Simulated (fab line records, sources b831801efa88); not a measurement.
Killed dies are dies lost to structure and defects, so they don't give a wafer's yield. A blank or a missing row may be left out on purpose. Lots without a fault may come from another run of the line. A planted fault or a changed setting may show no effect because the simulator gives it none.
Which tool did it? | flow gf180mcu | 12 lots, 36 wafers sampled, at 5 steps of a route of 602

WHAT THE GAUGES READ, wafer by wafer
GF_V3_OVL_MEAS_15. Usual: V3_OVL -2 nm, standard deviation 5.1.
lot  | measured     | on         | V3_OVL (nm) | flag
L903 | day 23 00:41 | overlay-02 | 5 7 -4      |
L904 | day 23 08:26 | overlay-02 | 0 6 9       |
L905 | day 23 18:40 | overlay-01 | 3 3 -4      |
L906 | day 24 00:33 | overlay-01 | 3 -4 -2     |
L909 | day 25 04:56 | overlay-01 | -6 -8 -9    |
L913 | day 26 20:31 | overlay-01 | -4 -3 -3    |
L917 | day 28 02:11 | overlay-01 | -14 -8 -11  |
L920 | day 28 14:44 | overlay-02 | 0 -2 -1     |
L921 | day 28 19:59 | overlay-02 | -4 -13 -9   |
L922 | day 29 03:44 | overlay-02 | -1 -5 1     |
L923 | day 29 07:53 | overlay-02 | 0 -1 -1     |
L924 | day 29 18:41 | overlay-02 | 14 10 4     |

GF_M4_RS_MEAS_05: measures by four-point-probe. Usual: M4_ALCU_RS 0.0696 ohm/sq, standard deviation 0.00078.
lot  | measured     | on            | M4_ALCU_RS (ohm/sq)  | flag
L903 | day 23 02:17 | film_metro-02 | 0.0685 0.0687 0.0687 |
L904 | day 23 10:05 | film_metro-03 | 0.0697 0.0685 0.0703 |
L905 | day 23 20:17 | film_metro-02 | 0.0695 0.0701 0.0713 |
L906 | day 24 02:13 | film_metro-03 | 0.0689 0.0687 0.0690 |
L909 | day 25 06:34 | film_metro-02 | 0.0695 0.0724 0.0692 |
L913 | day 26 22:32 | film_metro-04 | 0.0697 0.0706 0.0694 |
L917 | day 28 03:50 | film_metro-04 | 0.0694 0.0693 0.0696 |
L920 | day 28 16:20 | film_metro-02 | 0.0707 0.0699 0.0711 |
L921 | day 28 21:35 | film_metro-03 | 0.0697 0.0694 0.0705 |
L922 | day 29 05:22 | film_metro-04 | 0.0702 0.0711 0.0705 |
L923 | day 29 09:34 | film_metro-04 | 0.0706 0.0701 0.0699 |
L924 | day 29 20:19 | film_metro-04 | 0.0704 0.0704 0.0701 |

WHICH TOOL RAN EACH LOT (tool, then ch and the chambers of the sampled wafers, then the start)
lot  | GF_M3_STRIP_17                       | GF_V3_CMP_04                  | GF_M4_SPUTTER_02
L903 | plasma_asher-04 ch 0,1, day 21 23:50 | cmp-01 ch 1,2,3, day 22 00:38 | pvd_sputter-03, day 23 02:12
L904 | plasma_asher-01 ch 0,1, day 22 08:16 | cmp-01 ch 0,1,2, day 22 09:04 | pvd_sputter-03, day 23 09:57
L905 | plasma_asher-01 ch 0,1, day 22 19:02 | cmp-01 ch 0,1,3, day 22 20:01 | pvd_sputter-03, day 23 20:11
L906 | plasma_asher-02 ch 0,1, day 23 01:43 | cmp-02 ch 1,2, day 23 02:34   | pvd_sputter-01, day 24 02:04
L909 | plasma_asher-04 ch 0,1, day 24 06:50 | cmp-01 ch 0,1,3, day 24 07:38 | pvd_sputter-03, day 25 06:27
L913 | plasma_asher-01 ch 0,1, day 25 22:53 | cmp-01 ch 0,2,3, day 25 23:46 | pvd_sputter-04, day 26 22:27
L917 | plasma_asher-04 ch 0,1, day 27 04:34 | cmp-01 ch 0,1, day 27 05:22   | pvd_sputter-04, day 28 03:43
L920 | plasma_asher-02 ch 0,1, day 27 17:37 | cmp-01 ch 0,2,3, day 27 18:25 | pvd_sputter-03, day 28 16:15
L921 | plasma_asher-04 ch 0,1, day 27 23:07 | cmp-02 ch 0,1,3, day 27 23:55 | pvd_sputter-01, day 28 21:30
L922 | plasma_asher-04 ch 0,1, day 28 06:26 | cmp-01 ch 0,1,3, day 28 07:13 | pvd_sputter-01, day 29 05:17
L923 | plasma_asher-04 ch 0,1, day 28 11:38 | cmp-02 ch 0,1, day 28 13:01   | pvd_sputter-01, day 29 09:27
L924 | plasma_asher-04 ch 0,1, day 28 22:13 | cmp-01 ch 2,3, day 28 23:01   | pvd_sputter-04, day 29 20:13
- GF_M3_STRIP_17: strips in O2/N2.
- GF_V3_CMP_04: polishes SiO2.
- GF_M4_SPUTTER_02: material AlCu, target thk 450 nm, time 23.9 s.

WHAT THE TOOLS THEMSELVES READ (means of the sampled wafers that have a number; where no wafer has one, the mark that the record gives instead)
GF_M3_STRIP_17. Usual: drypump_motor_current_A 5.8 A, standard deviation 0.39; heater_power_w 325 W, standard deviation 32; oes_product_au 0.559 a.u., standard deviation 0.0047; strip_time_to_endpoint_s 7.87 s, standard deviation 0.04.
lot  | tool            | drypump_motor_current_A (A) | heater_power_w (W) | oes_product_au (a.u.) | strip_time_to_endpoint_s (s) | flag
L903 | plasma_asher-04 | 5.8                         | 305                | 0.565                 | 7.90                         |
L904 | plasma_asher-01 | 5.3                         | 348                | 0.562                 | 7.86                         |
L905 | plasma_asher-01 | 5.2                         | 348                | 0.559                 | 7.89                         |
L906 | plasma_asher-02 | 5.9                         | 366                | 0.561                 | 7.88                         |
L909 | plasma_asher-04 | 6.1                         | 303                | 0.557                 | 7.81                         |
L913 | plasma_asher-01 | 5.3                         | 346                | 0.556                 | 7.80                         |
L917 | plasma_asher-04 | 5.8                         | 305                | 0.560                 | 7.85                         |
L920 | plasma_asher-02 | 6.0                         | 346                | 0.556                 | 7.87                         |
L921 | plasma_asher-04 | 6.1                         | 307                | 0.558                 | 7.90                         |
L922 | plasma_asher-04 | 5.8                         | 304                | 0.557                 | 7.85                         |
L923 | plasma_asher-04 | 6.0                         | 304                | 0.554                 | 7.84                         |
L924 | plasma_asher-04 | 6.1                         | 302                | 0.564                 | 7.91                         |

GF_V3_CMP_04. Usual: motor_current_A 12.5 A, standard deviation 1.4; slurry_flow_ml_min 150.0, standard deviation 0.44; time_to_endpoint_s 79 s, standard deviation 5.
lot  | tool   | motor_current_A (A) | slurry_flow_ml_min | time_to_endpoint_s (s) | flag
L903 | cmp-01 | 12.3                | 150.3              | 74                     |
L904 | cmp-01 | 12.6                | 150.4              | 81                     |
L905 | cmp-01 | 12.7                | 149.7              | 81                     |
L906 | cmp-02 | 13.6                | 150.1              | 80                     |
L909 | cmp-01 | 12.6                | 150.1              | 82                     |
L913 | cmp-01 | 11.7                | 150.1              | 83                     |
L917 | cmp-01 | 13.1                | 150.4              | 84                     |
L920 | cmp-01 | 11.3                | 150.3              | 79                     |
L921 | cmp-02 | 12.1                | 150.0              | 74                     |
L922 | cmp-01 | 12.4                | 150.4              | 75                     |
L923 | cmp-02 | 12.3                | 149.8              | 75                     |
L924 | cmp-01 | 11.4                | 150.4              | 79                     |

GF_M4_SPUTTER_02. Usual: chamber_pressure_pa 0.4000 Pa, standard deviation 0.00073; throttle_valve_pct 29.9 %, standard deviation 1.1.
lot  | tool           | chamber_pressure_pa (Pa) | throttle_valve_pct (%) | flag
L903 | pvd_sputter-03 | 0.4005                   | 29.8                   |
L904 | pvd_sputter-03 | 0.4001                   | 30.9                   |
L905 | pvd_sputter-03 | 0.4003                   | 29.5                   |
L906 | pvd_sputter-01 | 0.3996                   | 29.6                   |
L909 | pvd_sputter-03 | 0.4177                   | 29.3                   | OFF
L913 | pvd_sputter-04 | 0.4001                   | 30.3                   |
L917 | pvd_sputter-04 | 0.3997                   | 30.4                   |
L920 | pvd_sputter-03 | 0.4000                   | 30.3                   |
L921 | pvd_sputter-01 | 0.3997                   | 29.3                   |
L922 | pvd_sputter-01 | 0.4002                   | 29.6                   |
L923 | pvd_sputter-01 | 0.4000                   | 29.7                   |
L924 | pvd_sputter-04 | 0.3997                   | 30.1                   |

THE ANSWER, worked out from the rows above alone
Rule: a lot is off if the mean of its wafers that have a number lies more than 3 standard deviations from the usual mean. A lot without any number at a reading at which 4 lots or more have one is off too. The other lots that the step has rows for count as sound. The gauges are gone through in route order, then the tools' own readings, and for those a lot's mean is taken as printed above. The first step at which some lot is off is used, and at that step the reading that is off furthest; a lot without a number counts as furthest.
Off: L909, at GF_M4_SPUTTER_02 (chamber_pressure_pa).
A tool fits if, at that step or a process step before it, it ran every lot that is off, and no sound lot after the first of them. None of those tried fits.

WHAT THE SIMULATOR HAD PUT IN
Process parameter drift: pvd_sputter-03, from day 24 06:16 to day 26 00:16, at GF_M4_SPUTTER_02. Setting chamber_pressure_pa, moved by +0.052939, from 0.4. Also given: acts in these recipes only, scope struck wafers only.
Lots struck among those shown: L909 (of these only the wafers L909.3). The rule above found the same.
